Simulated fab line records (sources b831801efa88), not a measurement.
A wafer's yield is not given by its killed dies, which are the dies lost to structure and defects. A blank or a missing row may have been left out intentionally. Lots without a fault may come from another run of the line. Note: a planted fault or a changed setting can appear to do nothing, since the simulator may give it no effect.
fab line records | flow sky130
record: lots: 24 wafers: 72 last-day: 50
route steps=708 shown METAL1@454 VIA2@529 VIA3@586 METAL4@598
lots untouched by any fault: they come from a run of this same line in which no faults occurred
start-h: hours from the record's opening day to when the first of the lot's shown wafers began | wait-h: hours elapsed since this lot's preceding step | " as in the row above | L1.1+2: several wafers, shown together as one row | - either no value or no given start | * or withheld: withheld | < > ~ a bound
route shown NAME@n: names a module that has steps shown in the file, with the first one's number in the route | usual: average and standard deviation across the fault-free wafers | same: alike in all rows | chamber/n: place in a boat | sites: readings site by site | _std_site: their standard deviation | _edge_site: the outer-site mean with the inner-site mean subtracted | radius-mm: for every site, how far away it sits from the centre of the wafer | mask NAME#n: copy n | behind: the last tool/chamber to shape the wafer | hold: cause of the lot's hold/its duration in hours/its outcome | device: whichever transistor did not switch (one of n, p or np) | end of line: the tests these same wafers got at the end of their route | where a step has no rows: the recipe by itself | killed: dies that structure and defects cost at the first sort, which is not the same as the wafer's yield | map: a wafer's dies, marking killed ones x, the rest . and places with no die _
set.NAME: setting as actually run; set.NAME@STEP: the setting as run at that earlier step | model.NAME: the simulator's own value behind a step, which no gauge read
steps of the route over a sample of lots; a table a step, a row a wafer
services: from which hour (start-h, from the record's first day; less than 0 if before it) a tool's chamber was out of use, for how many hours, and why
== steps ==
step: SKY_METAL1_STRIP_20
recipe: chemistry: O2/N2 power-w: 1400 pressure-mtorr: 1500 platen-temp-c: withheld o2-flow-sccm: 3000 n2-flow-sccm: 300 overash-fraction: 0.5
usual: drypump-motor-current-A: 5.7/0.47 n2-flow-sccm: 300.2/0.9 oes-product-au: 0.344/0.005 strip-time-to-endpoint-s: 2.72/0.046
same: overash-fraction: 0.5
columns lot.wafer tool chamber start-h wait-h drypump-motor-current-A n2-flow-sccm oes-product-au rf-hours-counter-h strip-time-to-endpoint-s
L074.2 plasma-asher-01 1 766.14 0.1 6.2 299.4 0.350 64 2.73
L074.4 " 0 " " 5.4 300.5 0.351 - 2.74
L074.5 " 1 " " 6.2 300.5 0.345 - 2.69
L075.1 plasma-asher-01 1 769.56 0.1 6.2 299.8 0.350 64 2.70
L075.2 " 0 " " 5.4 299.3 0.339 64 2.69
L075.3 " 0 " " 5.4 301.2 0.336 - 2.72
L076.1 plasma-asher-03 1 779.78 0.1 5.9 300.5 0.342 32 2.69
L076.2 " 0 " " 6.3 298.9 0.342 32 2.73
L076.6 " 0 " " 6.3 299.9 0.341 - 2.68
L077.2 plasma-asher-03 0 790.46 0.1 6.3 299.3 0.345 33 2.63
L077.4 " 0 " " 6.3 299.6 0.351 - 2.64
L077.6 " 0 " " 6.3 300.1 0.343 - 2.76
L078.2 plasma-asher-03 0 799.71 0.1 6.3 301.0 0.348 34 2.75
L078.5 " 0 " " 6.3 301.3 0.343 - 2.77
L078.6 " 1 " " 5.9 299.8 0.345 - 2.75
L079.1 plasma-asher-02 0 804.33 0.1 5.1 300.0 0.350 100 2.78
L079.3 " 0 " " 5.1 300.2 0.347 - 2.64
L079.6 " 1 " " 5.2 300.8 0.329 - 2.65
L080.1 plasma-asher-03 1 820.26 0.1 5.9 299.5 0.352 36 2.74
L080.4 " 0 " " 6.3 301.2 0.335 - 2.75
L080.5 " 0 " " 6.3 299.7 0.338 - 2.62
L081.1 plasma-asher-02 1 825.88 0.1 5.2 300.1 0.337 102 2.69
L081.2 " 0 " " 5.2 299.2 0.349 102 2.80
L081.4 " 0 " " 5.2 300.8 0.340 - 2.68
L082.2 plasma-asher-01 1 830.31 0.1 6.2 299.2 0.338 70 2.69
L082.5 " 0 " " 5.4 297.5 0.347 - 2.75
L082.6 " 1 " " 6.2 302.2 0.336 - 2.65
L083.1 plasma-asher-03 1 834.06 0.1 5.9 298.9 0.342 37 2.66
L083.3 " 0 " " 6.3 299.4 0.338 - 2.72
L083.4 " 1 " " 5.9 301.0 0.345 - 2.73
L084.1 plasma-asher-02 0 851.62 0.1 5.1 299.8 0.335 105 2.68
L084.3 " 1 " " 5.2 300.9 0.347 - 2.79
L084.5 " 0 " " 5.1 300.4 0.350 - 2.66
L085.3 plasma-asher-03 1 865.05 0.1 5.9 301.9 0.345 - 2.77
L085.4 " 0 " " 6.3 299.4 0.348 - 2.69
L085.6 " 1 " " 5.9 301.0 0.341 - 2.67
L086.1 plasma-asher-01 0 870.27 0.1 5.4 302.0 0.344 75 2.74
L086.2 " 1 " " 6.2 301.4 0.344 75 2.71
L086.5 " 0 " " 5.4 300.5 0.341 - 2.73
L087.1 plasma-asher-02 0 871.46 0.1 5.1 299.9 0.345 107 2.73
L087.3 " 1 " " 5.2 299.5 0.338 - 2.71
L087.6 " 1 " " 5.2 299.9 0.341 - 2.74
L089.1 plasma-asher-02 0 900.41 0.1 5.1 299.1 0.341 110 2.73
L089.4 " 1 " " 5.2 300.2 0.348 - 2.76
L089.5 " 0 " " 5.1 299.1 0.340 - 2.72
L091.2 plasma-asher-02 1 900.76 0.1 5.2 300.5 0.350 110 2.73
L091.3 " 1 " " 5.2 300.3 0.336 - 2.68
L091.6 " 0 " " 5.2 300.4 0.344 - 2.71
L090.3 plasma-asher-01 1 901.96 0.1 6.2 301.8 0.346 - 2.71
L090.5 " 0 " " 5.4 299.6 0.341 - 2.70
L090.6 " 1 " " 6.2 299.9 0.339 - 2.75
L088.1 plasma-asher-01 0 904.93 0.1 5.4 299.7 0.345 78 2.76
L088.4 " 1 " " 6.2 298.7 0.346 - 2.75
L088.5 " 0 " " 5.4 300.1 0.344 - 2.70
L092.1 plasma-asher-03 1 909.33 0.1 5.9 299.8 0.342 43 2.70
L092.3 " 1 " " 5.9 301.2 0.351 - 2.68
L092.4 " 0 " " 6.4 299.2 0.339 - 2.78
L093.1 plasma-asher-03 1 910.56 0.1 5.9 300.9 0.342 44 2.74
L093.4 " 0 " " 6.3 300.1 0.352 - 2.77
L093.5 " 0 " " 6.3 300.9 0.345 - 2.72
L094.3 plasma-asher-02 1 916.35 0.1 5.2 300.4 0.341 - 2.67
L094.5 " 1 " " 5.2 299.3 0.337 - 2.62
L094.6 " 0 " " 5.2 300.4 0.339 - 2.75
L095.3 plasma-asher-02 0 920.85 0.1 5.2 299.0 0.349 - 2.76
L095.4 " 1 " " 5.2 298.5 0.336 - 2.69
L095.6 " 1 " " 5.2 300.3 0.342 - 2.71
L096.1 plasma-asher-01 1 936.18 0.1 6.2 300.5 0.348 81 2.70
L096.2 " 0 " " 5.4 300.5 0.349 81 2.78
L096.3 " 0 " " 5.4 301.3 0.346 - 2.76
L097.2 plasma-asher-03 0 937.36 0.1 6.3 300.1 0.350 46 2.76
L097.4 " 1 " " 5.9 301.2 0.348 - 2.75
L097.5 " 1 " " 5.9 299.9 0.339 - 2.72
step: SKY_VIA2_RS_MEAS_22
recipe: thk-meas-gauge: four-point-probe reads: W_of_VIA2_CVD_21+TiN_of_VIA2_SPUTTER_20
usual: VIA2_W_RS: 0.271/0.0032
columns lot.wafer tool chamber start-h wait-h VIA2_W_RS[ohm/sq]
L074.2 film-metro-01 - 851.73 0.1 0.277
L074.4 " - " " 0.277
L074.5 " - " " 0.271
L075.1 film-metro-04 - 854.04 0.1 0.274
L075.2 " - " " 0.273
L075.3 " - " " 0.272
L076.1 film-metro-04 - 864.01 0.1 0.274
L076.2 " - " " 0.273
L076.6 " - " " 0.271
L077.2 film-metro-02 - 875.30 0.1 0.269
L077.4 " - " " 0.273
L077.6 " - " " 0.274
L078.2 film-metro-01 - 883.49 0.2 0.274
L078.5 " - " " 0.272
L078.6 " - " " 0.276
L079.1 film-metro-01 - 887.55 0.2 0.267
L079.3 " - " " 0.269
L079.6 " - " " 0.267
L080.1 film-metro-02 - 903.65 0.1 0.271
L080.4 " - " " 0.275
L080.5 " - " " 0.274
L081.1 film-metro-02 - 909.03 0.1 0.272
L081.2 " - " " 0.268
L081.4 " - " " 0.265
L082.2 film-metro-02 - 913.41 0.1 0.268
L082.5 " - " " 0.268
L082.6 " - " " 0.266
L083.1 film-metro-04 - 915.99 0.1 0.274
L083.3 " - " " 0.274
L083.4 " - " " 0.272
L084.1 film-metro-04 - 933.88 0.1 0.269
L084.3 " - " " 0.268
L084.5 " - " " 0.269
L085.3 film-metro-04 - 946.72 0.1 0.269
L085.4 " - " " 0.269
L085.6 " - " " 0.272
L086.1 film-metro-02 - 950.31 0.1 0.274
L086.2 " - " " 0.272
L086.5 " - " " 0.275
L087.1 film-metro-04 - 953.13 0.1 0.265
L087.3 " - " " 0.266
L087.6 " - " " 0.264
L089.1 film-metro-04 - 977.99 0.1 0.271
L089.4 " - " " 0.271
L089.5 " - " " 0.273
L091.2 film-metro-04 - 979.35 0.1 0.271
L091.3 " - " " 0.272
L091.6 " - " " 0.275
L090.3 film-metro-02 - 981.38 0.1 0.276
L090.5 " - " " 0.277
L090.6 " - " " 0.277
L088.1 film-metro-01 - 982.29 0.1 0.276
L088.4 " - " " 0.272
L088.5 " - " " 0.272
L092.1 film-metro-01 - 989.13 0.1 0.266
L092.3 " - " " 0.267
L092.4 " - " " 0.265
L093.1 film-metro-02 - 989.48 0.1 0.277
L093.4 " - " " 0.271
L093.5 " - " " 0.275
L094.3 film-metro-01 - 994.93 0.1 0.273
L094.5 " - " " 0.273
L094.6 " - " " 0.271
L095.3 film-metro-02 - 998.21 0.1 0.273
L095.4 " - " " 0.275
L095.6 " - " " 0.272
L096.1 film-metro-01 - 1013.69 0.1 0.274
L096.2 " - " " 0.273
L096.3 " - " " 0.276
L097.2 film-metro-04 - 1015.50 0.1 0.267
L097.4 " - " " 0.269
L097.5 " - " " 0.270
step: SKY_VIA3_OVL_MEAS_13
usual: VIA3_OVL: -1/7.9
columns lot.wafer tool chamber start-h wait-h VIA3_OVL[nm]
L074.2 overlay-01 - 932.12 0.1 -5
L074.4 " - " " -2
L074.5 " - " " -1
L075.1 overlay-01 - 934.16 0.1 2
L075.2 " - " " -10
L075.3 " - " " 1
L076.1 overlay-02 - 943.41 0.1 -8
L076.2 " - " " -18
L076.6 " - " " -20
L077.2 overlay-02 - 953.72 0.1 9
L077.4 " - " " 6
L077.6 " - " " 6
L078.2 overlay-01 - 961.47 0.1 3
L078.5 " - " " -9
L078.6 " - " " 5
L079.1 overlay-02 - 964.66 0.1 -3
L079.3 " - " " 1
L079.6 " - " " 2
L080.1 overlay-02 - 981.16 0.1 7
L080.4 " - " " 16
L080.5 " - " " 6
L081.1 overlay-02 - 990.54 0.1 -7
L081.2 " - " " -6
L081.4 " - " " -8
L082.2 overlay-01 - 990.57 0.1 -2
L082.5 " - " " -7
L082.6 " - " " -1
L083.1 overlay-01 - 992.64 0.1 3
L083.3 " - " " 3
L083.4 " - " " 6
L084.1 overlay-02 - 1007.84 0.1 11
L084.3 " - " " 8
L084.5 " - " " 8
L085.3 overlay-02 - 1019.97 0.1 4
L085.4 " - " " -6
L085.6 " - " " -11
L086.1 overlay-02 - 1023.86 0.1 5
L086.2 " - " " 12
L086.5 " - " " 0
L087.1 overlay-01 - 1025.16 0.1 -6
L087.3 " - " " -7
L087.6 " - " " -4
L089.1 overlay-01 - 1049.56 0.1 -5
L089.4 " - " " -4
L089.5 " - " " 3
L091.2 overlay-02 - 1051.72 0.1 -9
L091.3 " - " " -5
L091.6 " - " " -3
L090.3 overlay-01 - 1054.02 0.1 -5
L090.5 " - " " -14
L090.6 " - " " -13
L088.1 overlay-01 - 1054.36 0.1 5
L088.4 " - " " -3
L088.5 " - " " 4
L092.1 overlay-01 - 1060.46 0.1 2
L092.3 " - " " 4
L092.4 " - " " -1
L093.1 overlay-02 - 1060.75 0.1 -11
L093.4 " - " " -9
L093.5 " - " " -16
L094.3 overlay-01 - 1065.57 0.1 6
L094.5 " - " " 10
L094.6 " - " " 1
L095.3 overlay-02 - 1068.41 0.1 6
L095.4 " - " " 8
L095.6 " - " " -3
L096.1 overlay-02 - 1082.31 0.1 0
L096.2 " - " " -5
L096.3 " - " " -3
L097.2 overlay-02 - 1084.49 0.1 -14
L097.4 " - " " -14
L097.5 " - " " 5
step: SKY_VIA3_RS_MEAS_22
recipe: thk-meas-gauge: four-point-probe reads: W_of_VIA3_CVD_21+TiN_of_VIA3_SPUTTER_20
usual: VIA3_W_RS: 0.296/0.0036
columns lot.wafer tool chamber start-h wait-h VIA3_W_RS[ohm/sq]
L074.2 film-metro-01 - 933.08 0.1 0.297
L074.4 " - " " 0.297
L074.5 " - " " 0.294
L075.1 film-metro-03 - 935.08 0.1 0.291
L075.2 " - " " 0.292
L075.3 " - " " 0.294
L076.1 film-metro-02 - 944.32 0.1 0.295
L076.2 " - " " 0.297
L076.6 " - " " 0.294
L077.2 film-metro-03 - 954.65 0.1 0.301
L077.4 " - " " 0.297
L077.6 " - " " 0.298
L078.2 film-metro-01 - 962.62 0.1 0.294
L078.5 " - " " 0.296
L078.6 " - " " 0.293
L079.1 film-metro-01 - 966.17 0.1 0.291
L079.3 " - " " 0.287
L079.6 " - " " 0.290
L080.1 film-metro-02 - 982.07 0.1 0.297
L080.4 " - " " 0.296
L080.5 " - " " 0.297
L081.1 film-metro-03 - 991.46 0.1 0.294
L081.2 " - " " 0.297
L081.4 " - " " 0.298
L082.2 film-metro-01 - 991.50 0.1 0.295
L082.5 " - " " 0.293
L082.6 " - " " 0.293
L083.1 film-metro-01 - 993.56 0.1 0.295
L083.3 " - " " 0.290
L083.4 " - " " 0.291
L084.1 film-metro-01 - 1008.77 0.1 0.305
L084.3 " - " " 0.302
L084.5 " - " " 0.304
L085.3 film-metro-03 - 1021.04 0.2 0.295
L085.4 " - " " 0.298
L085.6 " - " " 0.299
L086.1 film-metro-03 - 1024.78 0.1 0.302
L086.2 " - " " 0.298
L086.5 " - " " 0.299
L087.1 film-metro-03 - 1026.07 0.1 0.297
L087.3 " - " " 0.292
L087.6 " - " " 0.299
L089.1 film-metro-01 - 1050.59 0.1 0.298
L089.4 " - " " 0.292
L089.5 " - " " 0.295
L091.2 film-metro-01 - 1052.79 0.1 0.297
L091.3 " - " " 0.298
L091.6 " - " " 0.296
L088.1 film-metro-02 - 1055.34 0.1 0.299
L088.4 " - " " 0.295
L088.5 " - " " 0.300
L090.3 film-metro-01 - 1055.43 0.1 0.297
L090.5 " - " " 0.302
L090.6 " - " " 0.298
L092.1 film-metro-01 - 1061.47 0.1 0.297
L092.3 " - " " 0.294
L092.4 " - " " 0.300
L093.1 film-metro-03 - 1061.72 0.1 0.296
L093.4 " - " " 0.294
L093.5 " - " " 0.291
L094.3 film-metro-02 - 1066.51 0.1 0.293
L094.5 " - " " 0.294
L094.6 " - " " 0.295
L095.3 film-metro-02 - 1069.35 0.1 0.297
L095.4 " - " " 0.298
L095.6 " - " " 0.300
L096.1 film-metro-01 - 1083.26 0.1 0.295
L096.2 " - " " 0.302
L096.3 " - " " 0.296
L097.2 film-metro-03 - 1085.47 0.1 0.294
L097.4 " - " " 0.298
L097.5 " - " " 0.294
step: SKY_METAL4_SPUTTER_00
recipe: material: Ti target-thk-nm: 15 power-w: 3000 time-s: 10 chamber-pressure-pa: 0.4
usual: throttle-valve-pct: 30.8/1.1
columns lot.wafer tool chamber start-h wait-h throttle-valve-pct
L074.2 pvd-sputter-04 - 933.54 0.2 32.2
L074.4 " - " " 31.7
L074.5 " - " " 29.5
L075.1 pvd-sputter-02 - 935.56 0.2 30.3
L075.2 " - " " 29.6
L075.3 " - " " 29.1
L076.1 pvd-sputter-02 - 944.80 0.1 29.3
L076.2 " - " " 30.6
L076.6 " - " " 30.4
L077.2 pvd-sputter-04 - 955.11 0.2 29.4
L077.4 " - " " 31.8
L077.6 " - " " 29.4
L078.2 pvd-sputter-04 - 963.80 0.1 31.7
L078.5 " - " " 29.6
L078.6 " - " " 31.8
L079.1 pvd-sputter-03 - 967.10 0.2 32.1
L079.3 " - " " 32.1
L079.6 " - " " 32.0
L080.1 pvd-sputter-04 - 982.55 0.2 31.8
L080.4 " - " " 29.6
L080.5 " - " " 29.3
L081.1 pvd-sputter-04 - 991.94 0.1 29.6
L081.2 " - " " 30.9
L081.4 " - " " 32.2
L082.2 pvd-sputter-02 - 991.96 0.2 31.3
L082.5 " - " " 29.5
L082.6 " - " " 30.4
L083.1 pvd-sputter-04 - 994.04 0.2 31.0
L083.3 " - " " 29.3
L083.4 " - " " 32.6
L084.1 pvd-sputter-03 - 1009.25 0.2 32.2
L084.3 " - " " 32.1
L084.5 " - " " 30.6
L085.3 pvd-sputter-02 - 1021.48 0.2 29.4
L085.4 " - " " 30.4
L085.6 " - " " 30.3
L086.1 pvd-sputter-02 - 1025.26 0.1 29.9
L086.2 " - " " 30.5
L086.5 " - " " 31.2
L087.1 pvd-sputter-04 - 1026.55 0.1 31.8
L087.3 " - " " 32.4
L087.6 " - " " 30.7
L089.1 pvd-sputter-04 - 1051.07 0.1 31.8
L089.4 " - " " 30.9
L089.5 " - " " 32.5
L091.2 pvd-sputter-04 - 1053.25 0.1 32.5
L091.3 " - " " 31.5
L091.6 " - " " 30.8
L088.1 pvd-sputter-04 - 1055.82 0.1 29.5
L088.4 " - " " 30.8
L088.5 " - " " 32.5
L090.3 pvd-sputter-02 - 1055.87 0.2 29.2
L090.5 " - " " 29.0
L090.6 " - " " 29.8
L092.1 pvd-sputter-04 - 1061.95 0.2 32.5
L092.3 " - " " 30.7
L092.4 " - " " 31.7
L093.1 pvd-sputter-04 - 1062.41 0.1 31.7
L093.4 " - " " 30.8
L093.5 " - " " 32.4
L094.3 pvd-sputter-02 - 1066.95 0.2 29.3
L094.5 " - " " 29.9
L094.6 " - " " 29.1
L095.3 pvd-sputter-03 - 1069.79 0.2 32.1
L095.4 " - " " 31.8
L095.6 " - " " 29.7
L096.1 pvd-sputter-03 - 1083.74 0.2 30.5
L096.2 " - " " 31.9
L096.3 " - " " 29.7
L097.2 pvd-sputter-03 - 1086.68 0.2 30.6
L097.4 " - " " 32.0
L097.5 " - " " 30.3
step: SKY_METAL4_OVL_MEAS_14
usual: METAL4_OVL: -5/6
columns lot.wafer tool chamber start-h wait-h METAL4_OVL[nm]
L074.2 overlay-01 - 983.50 0.1 -10
L074.4 " - " " -6
L074.5 " - " " -3
L075.1 overlay-02 - 984.06 0.1 -4
L075.2 " - " " -3
L075.3 " - " " -9
L076.1 overlay-02 - 993.20 0.1 -9
L076.2 " - " " -6
L076.6 " - " " -8
L077.2 overlay-02 - 1003.45 0.1 4
L077.4 " - " " 9
L077.6 " - " " 4
L078.2 overlay-01 - 1012.15 0.1 -7
L078.5 " - " " -10
L078.6 " - " " -5
L079.1 overlay-02 - 1015.70 0.1 -13
L079.3 " - " " -14
L079.6 " - " " -17
L080.1 overlay-01 - 1029.50 0.1 7
L080.4 " - " " 7
L080.5 " - " " 5
L081.1 overlay-02 - 1038.76 0.1 -6
L081.2 " - " " -8
L081.4 " - " " -7
L082.2 overlay-01 - 1039.75 0.1 0
L082.5 " - " " 1
L082.6 " - " " -5
L083.1 overlay-02 - 1040.50 0.1 -5
L083.3 " - " " -6
L083.4 " - " " -2
L084.1 overlay-01 - 1056.01 0.1 -2
L084.3 " - " " -1
L084.5 " - " " -2
L085.3 overlay-02 - 1066.76 0.1 -9
L085.4 " - " " -10
L085.6 " - " " -13
L086.1 overlay-01 - 1070.00 0.1 -6
L086.2 " - " " -13
L086.5 " - " " -7
L087.1 overlay-01 - 1070.95 0.1 0
L087.3 " - " " 1
L087.6 " - " " -3
L089.1 overlay-01 - 1093.20 0.1 -2
L089.4 " - " " 4
L089.5 " - " " -5
L091.2 overlay-02 - 1096.27 0.1 4
L091.3 " - " " 2
L091.6 " - " " 5
L088.1 overlay-01 - 1097.50 0.1 -14
L088.4 " - " " -13
L088.5 " - " " -16
L090.3 overlay-02 - 1097.86 0.1 -9
L090.5 " - " " -3
L090.6 " - " " -1
L092.1 overlay-02 - 1104.45 0.1 -7
L092.3 " - " " -6
L092.4 " - " " -8
L093.1 overlay-02 - 1104.80 0.1 -7
L093.4 " - " " -11
L093.5 " - " " -5
L094.3 overlay-02 - 1109.21 0.1 -2
L094.5 " - " " -10
L094.6 " - " " -7
L095.3 overlay-01 - 1112.31 0.1 -3
L095.4 " - " " -4
L095.6 " - " " -4
L096.1 overlay-02 - 1123.71 0.1 -2
L096.2 " - " " 4
L096.3 " - " " 1
L097.2 overlay-02 - 1128.85 0.1 -8
L097.4 " - " " -8
L097.5 " - " " -13
== services ==
columns tool chamber start-h hours kind
pvd-sputter-03 2 742.74 - consumable-replace:kit
pvd-sputter-04 - 753.35 3.0 repair
pvd-sputter-02 - 764.27 1.9 repair
plasma-asher-02 - 783.75 1.5 repair
pvd-sputter-03 - 796.38 8.3 repair
plasma-asher-01 - 811.63 5.2 repair
plasma-asher-01 - 813.31 1.7 repair
plasma-asher-03 - 837.45 14.6 pm
pvd-sputter-04 - 888.33 7.5 repair
pvd-sputter-02 - 893.60 1.5 repair
plasma-asher-02 - 908.55 1.2 repair
plasma-asher-03 - 961.86 2.7 repair
pvd-sputter-04 1 982.71 - consumable-replace:kit
pvd-sputter-04 1 982.71 18.0 scheduled-down
pvd-sputter-04 1 982.71 18.0 vent-cycle
plasma-asher-01 - 1026.50 1.3 repair
pvd-sputter-02 1 1054.81 - consumable-replace:kit
pvd-sputter-02 1 1054.81 18.0 scheduled-down
pvd-sputter-02 1 1054.81 18.0 vent-cycle
plasma-asher-02 - 1055.25 9.0 pm
plasma-asher-02 0 1055.25 9.0 vent-cycle
plasma-asher-02 1 1055.25 9.0 vent-cycle
plasma-asher-02 0 1064.25 - clean
plasma-asher-02 1 1064.25 - clean
== key ==
fault none
